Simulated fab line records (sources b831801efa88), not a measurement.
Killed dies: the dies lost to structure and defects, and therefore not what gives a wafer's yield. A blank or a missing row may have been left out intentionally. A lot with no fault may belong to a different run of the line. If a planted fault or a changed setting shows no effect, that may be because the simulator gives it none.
fab line records | flow sky130
record: lots: 13 wafers: 39 lastDay: 50
route steps=708 shown GATE_OXIDE@189 SD_P@324 CONTACT@432 VIA1@481
lots that met no fault: taken from a fault-free run of the same line
startH: the number of hours between the record's first day and the start of the first shown wafer of the lot | waitH: hours elapsed since this lot's preceding step | " unchanged from the row above | L1.1+2: a single row standing in for several wafers | - no value present, or no start provided | * or withheld: withheld | < > ~ a bound
route shown NAME@n: names a module that has steps shown in the file, with the first one's number in the route | usual: average and standard deviation across the fault-free wafers | same: alike in all rows | chamber/n: place in a boat | sites: the reading at each site | _std_site: standard deviation across them | _edge_site: the outer-site mean with the inner-site mean subtracted | radiusMm: for every site, how far away it sits from the centre of the wafer | mask NAME#n: copy n | behind: the most recent tool/chamber to have shaped the wafer | hold: what put the lot on hold/how long, in hours/how the hold closed | device: whichever transistor did not switch (one of n, p or np) | end of line: the tests these same wafers got at the end of their route | step lacking rows: just its recipe | killed: not the wafer's yield, but the dies lost to structure and defects at the first sort | map: dies across one wafer; x = killed, . = not, _ = none there
set.NAME: the run value of the setting; set.NAME@STEP: its run value at that earlier step | model.NAME: the simulator's own value behind a step, which no gauge read
one table for each step of the route and one row for each wafer, over a sample of lots
services: a tool's chamber out of use, with start hour (startH, from the record's first day; less than 0 if before it), hours out, and reason
== steps ==
step: SKY_GATE_OXIDE_THK_MEAS_02
recipe: reads: SiO2_of_GATE_OXIDE_OXIDATION_01
usual: GATE_OXIDE_OXIDATION_00_THK: 10.25/0.19
columns lot.wafer tool chamber startH waitH GATE_OXIDE_OXIDATION_00_THK[nm]
L352.1 filmMetro-03 - 304.83 0.0 10.46
L352.2 " - " " 10.37
L352.5 " - " " 10.63
L353.1 filmMetro-03 - 305.16 0.0 10.47
L353.3 " - " " 10.36
L353.4 " - " " 10.30
L354.1 filmMetro-03 - 316.26 0.0 10.08
L354.3 " - " " 9.93
L354.6 " - " " 10.01
L355.1 filmMetro-02 - 320.10 0.0 10.06
L355.3 " - " " 10.12
L355.6 " - " " 10.16
L356.1 filmMetro-04 - 335.27 0.0 10.13
L356.3 " - " " 10.21
L356.5 " - " " 10.16
L357.1 filmMetro-02 - 340.17 0.0 10.32
L357.5 " - " " 10.38
L357.6 " - " " 10.35
L359.1 filmMetro-02 - 359.41 0.0 10.21
L359.4 " - " " 10.18
L359.5 " - " " 10.32
L360.2 filmMetro-04 - 374.14 0.0 10.43
L360.3 " - " " 10.49
L360.5 " - " " 10.48
L361.1 filmMetro-02 - 384.27 0.0 10.18
L361.2 " - " " 10.21
L361.3 " - " " 10.34
L364.1 filmMetro-04 - 401.07 0.0 10.48
L364.2 " - " " 10.48
L364.4 " - " " 10.54
L365.1 filmMetro-04 - 410.33 0.0 10.15
L365.2 " - " " 10.23
L365.3 " - " " 10.33
L367.2 filmMetro-04 - 431.78 0.0 10.40
L367.4 " - " " 10.36
L367.6 " - " " 10.23
L373.1 filmMetro-02 - 483.26 0.0 10.33
L373.3 " - " " 10.34
L373.4 " - " " 10.16
step: SKY_SD_P_EXPOSE_04
recipe: maskId: PSDM na: 0.6 sourceShape: conventional sigmaOuter: 0.6 polarization: unpolarized targetCdNm: 380 doseMj: 138
usual: stageVelMmS: 500.03/0.26
columns lot.wafer tool chamber startH waitH mask stageVelMmS
L352.1 ilineStepper-02 0 595.43 - PSDM#0 500.19
L352.2 " 0 " " PSDM#0 500.20
L352.5 " 0 " " PSDM#0 500.58
L353.1 ilineStepper-01 0 595.76 - PSDM#0 500.07
L353.3 " 0 " " PSDM#0 500.40
L353.4 " 0 " " PSDM#0 500.19
L354.1 ilineStepper-02 0 608.71 - PSDM#0 499.67
L354.3 " 0 " " PSDM#0 500.28
L354.6 " 0 " " PSDM#0 500.34
L355.1 ilineStepper-02 0 613.23 - PSDM#0 499.38
L355.3 " 0 " " PSDM#0 500.08
L355.6 " 0 " " PSDM#0 499.83
L356.1 ilineStepper-01 0 628.74 - PSDM#0 500.29
L356.3 " 0 " " PSDM#0 499.92
L356.5 " 0 " " PSDM#0 499.46
L357.1 ilineStepper-02 0 633.31 - PSDM#0 499.85
L357.5 " 0 " " PSDM#0 499.81
L357.6 " 0 " " PSDM#0 499.98
L359.1 ilineStepper-01 0 660.33 - PSDM#0 499.76
L359.4 " 0 " " PSDM#0 499.77
L359.5 " 0 " " PSDM#0 499.62
L360.2 ilineStepper-01 0 673.18 - PSDM#0 500.25
L360.3 " 0 " " PSDM#0 499.74
L360.5 " 0 " " PSDM#0 500.51
L361.1 ilineStepper-01 0 682.61 - PSDM#0 500.40
L361.2 " 0 " " PSDM#0 499.87
L361.3 " 0 " " PSDM#0 499.77
L364.1 ilineStepper-01 0 695.61 - LDNTM#0 500.34
L364.2 " 0 " " LDNTM#0 500.01
L364.4 " 0 " " LDNTM#0 499.91
L365.1 ilineStepper-02 0 704.56 - PSDM#0 499.89
L365.2 " 0 " " PSDM#0 500.03
L365.3 " 0 " " PSDM#0 500.26
L367.2 ilineStepper-01 0 726.05 - PSDM#0 500.17
L367.4 " 0 " " PSDM#0 500.24
L367.6 " 0 " " PSDM#0 499.89
L373.1 ilineStepper-01 0 765.86 - PSDM#0 499.92
L373.3 " 0 " " PSDM#0 499.79
L373.4 " 0 " " PSDM#0 499.73
step: SKY_SD_P_CD_MEAS_07
recipe: targetCdNm: 380
usual: cdNm: 379.7/2.8
columns lot.wafer tool chamber startH waitH cdNm
L352.1 cdSem-02 - 610.28 0.1 377.5
L352.2 " - " " 378.1
L352.5 " - " " 379.1
L353.1 cdSem-02 - 610.58 0.1 380.0
L353.3 " - " " 380.7
L353.4 " - " " 381.1
L354.1 cdSem-02 - 622.83 0.1 385.7
L354.3 " - " " 384.5
L354.6 " - " " 384.9
L355.1 cdSem-02 - 627.11 0.2 377.3
L355.3 " - " " 376.1
L355.6 " - " " 377.2
L356.1 cdSem-01 - 643.39 0.1 379.9
L356.3 " - " " 380.2
L356.5 " - " " 381.9
L357.1 cdSem-02 - 648.19 0.1 376.3
L357.5 " - " " 375.5
L357.6 " - " " 378.2
L359.1 cdSem-02 - 674.99 0.1 383.5
L359.4 " - " " 385.0
L359.5 " - " " 383.0
L360.2 cdSem-01 - 686.55 0.1 378.8
L360.3 " - " " 380.7
L360.5 " - " " 379.1
L361.1 cdSem-01 - 696.68 0.1 378.5
L361.2 " - " " 381.3
L361.3 " - " " 378.7
L364.1 cdSem-02 - 709.53 0.1 -
L364.2 " - " " -
L364.4 " - " " -
L365.1 cdSem-01 - 718.09 0.1 381.0
L365.2 " - " " 380.5
L365.3 " - " " 380.1
L367.2 cdSem-01 - 739.50 0.1 382.5
L367.4 " - " " 384.8
L367.6 " - " " 383.0
L373.1 cdSem-02 - 778.78 0.1 378.2
L373.3 " - " " 375.4
L373.4 " - " " 379.6
step: SKY_SD_P_TW_MEAS_11
usual: SD_P_TW: 2827/19
columns lot.wafer tool chamber startH waitH SD_P_TW
L352.1 filmMetro-01 - 610.69 0.1 2809
L352.2 " - " " 2804
L352.5 " - " " 2816
L353.1 filmMetro-02 - 610.99 0.1 2819
L353.3 " - " " 2835
L353.4 " - " " 2836
L354.1 filmMetro-01 - 623.24 0.1 2818
L354.3 " - " " 2812
L354.6 " - " " 2810
L355.1 filmMetro-03 - 627.52 0.1 2846
L355.3 " - " " 2841
L355.6 " - " " 2848
L356.1 filmMetro-03 - 643.79 0.1 2856
L356.3 " - " " 2834
L356.5 " - " " 2842
L357.1 filmMetro-03 - 648.59 0.1 2857
L357.5 " - " " 2856
L357.6 " - " " 2856
L359.1 filmMetro-01 - 675.39 0.1 2796
L359.4 " - " " 2774
L359.5 " - " " 2797
L360.2 filmMetro-02 - 686.95 0.1 2832
L360.3 " - " " 2822
L360.5 " - " " 2825
L361.1 filmMetro-03 - 697.09 0.1 2854
L361.2 " - " " 2843
L361.3 " - " " 2840
L364.1 filmMetro-03 - 709.94 0.1 30
L364.2 " - " " 30
L364.4 " - " " 30
L365.1 filmMetro-03 - 718.49 0.1 2855
L365.2 " - " " 2854
L365.3 " - " " 2844
L367.2 filmMetro-01 - 739.90 0.1 2810
L367.4 " - " " 2821
L367.6 " - " " 2813
L373.1 filmMetro-01 - 779.19 0.1 2796
L373.3 " - " " 2806
L373.4 " - " " 2797
step: SKY_CONTACT_THK_MEAS_26
recipe: thkMeasGauge: xrf reads: W_of_CONTACT_CVD_24
usual: CONTACT_W_THK: 354/5.4
columns lot.wafer tool chamber startH waitH CONTACT_W_THK[nm]
L352.1 filmMetro-01 - 756.44 0.1 355
L352.2 " - " " 347
L352.5 " - " " 347
L353.1 filmMetro-02 - 757.66 0.1 354
L353.3 " - " " 353
L353.4 " - " " 353
L354.1 filmMetro-01 - 767.41 0.1 349
L354.3 " - " " 348
L354.6 " - " " 348
L355.1 filmMetro-01 - 777.25 0.1 356
L355.3 " - " " 358
L355.6 " - " " 360
L356.1 filmMetro-04 - 787.49 0.1 355
L356.3 " - " " 358
L356.5 " - " " 363
L357.1 filmMetro-01 - 792.52 0.1 350
L357.5 " - " " 352
L357.6 " - " " 349
L359.1 filmMetro-02 - 815.97 0.1 357
L359.4 " - " " 362
L359.5 " - " " 362
L360.2 filmMetro-02 - 826.51 0.1 360
L360.3 " - " " 357
L360.5 " - " " 358
L361.1 filmMetro-04 - 836.96 0.1 347
L361.2 " - " " 355
L361.3 " - " " 353
L364.1 filmMetro-04 - 845.72 0.1 361
L364.2 " - " " 364
L364.4 " - " " 372
L365.1 filmMetro-02 - 857.03 0.1 345
L365.2 " - " " 351
L365.3 " - " " 351
L367.2 filmMetro-04 - 878.12 0.1 353
L367.4 " - " " 353
L367.6 " - " " 348
L373.1 filmMetro-01 - 916.01 0.1 343
L373.3 " - " " 350
L373.4 " - " " 353
step: SKY_VIA1_THK_MEAS_23
recipe: thkMeasGauge: xrf reads: W_of_VIA1_CVD_21
usual: VIA1_W_THK: 279/4.1
columns lot.wafer tool chamber startH waitH VIA1_W_THK[nm]
L352.1 filmMetro-02 - 812.00 0.1 285
L352.2 " - " " 285
L352.5 " - " " 280
L353.1 filmMetro-03 - 813.75 0.1 280
L353.3 " - " " 275
L353.4 " - " " 276
L354.1 filmMetro-03 - 823.74 0.1 285
L354.3 " - " " 286
L354.6 " - " " 291
L355.1 filmMetro-02 - 833.34 0.1 287
L355.3 " - " " 284
L355.6 " - " " 286
L356.1 filmMetro-01 - 843.70 0.1 281
L356.3 " - " " 277
L356.5 " - " " 280
L357.1 filmMetro-02 - 847.54 0.1 281
L357.5 " - " " 272
L357.6 " - " " 276
L359.1 filmMetro-03 - 871.15 0.1 284
L359.4 " - " " 280
L359.5 " - " " 286
L360.2 filmMetro-03 - 880.16 0.1 275
L360.3 " - " " 276
L360.5 " - " " 277
L361.1 filmMetro-03 - 891.79 0.1 276
L361.2 " - " " 275
L361.3 " - " " 277
L364.1 filmMetro-01 - 899.95 0.1 278
L364.2 " - " " 279
L364.4 " - " " 279
L365.1 filmMetro-03 - 910.74 0.1 277
L365.2 " - " " 275
L365.3 " - " " 273
L367.2 filmMetro-03 - 932.37 0.1 284
L367.4 " - " " 284
L367.6 " - " " 284
L373.1 filmMetro-03 - 968.99 0.1 278
L373.3 " - " " 275
L373.4 " - " " 276
== services ==
columns tool chamber startH hours kind
ilineStepper-01 - 600.43 0.7 repair
ilineStepper-02 - 603.20 1.7 pm
ilineStepper-02 - 625.76 4.9 repair
ilineStepper-01 - 642.07 2.7 repair
ilineStepper-02 - 658.46 4.3 pm
ilineStepper-02 - 663.77 6.6 repair
ilineStepper-01 - 678.43 1.7 pm
== key ==
firstSign: step: SKY_SD_P_EXPOSE_04 reading: mask direction: changed
effect: step: SKY_SD_P_CD_MEAS_07 reading: cdNm direction: missing
effect: step: SKY_SD_P_TW_MEAS_11 reading: SD_P_TW direction: down sigmas: 99+ usual: 2827 struck: 30
metAt SKY_SD_P_EXPOSE_04
struckLots L364
sortLeftOut L364.1,L364.2,L364.4
testerLeftOut L364
notActingAt SKY_GATE_OXIDE_THK_MEAS_02,SKY_CONTACT_THK_MEAS_26,SKY_VIA1_THK_MEAS_23
onsetBetween 682.61 695.61
fault: kind: wrongMask tool: any chamber: - onsetH: 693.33 steps: SKY_SD_P_EXPOSE_04 auxCopy: LDNTM#0 scope: struckLotsOnly
testerLeftOut: of these lots the tester's yield and bins aren't shown, on N5 and GAA mostly nor the transistor test; their killed dies are dies lost to structure and defects alone, not to doping, threshold or leakage, so they don't give the yield
sortLeftOut: the simulated sort isn't trusted on such a fault, so these wafers' sort isn't shown, and their yield isn't known
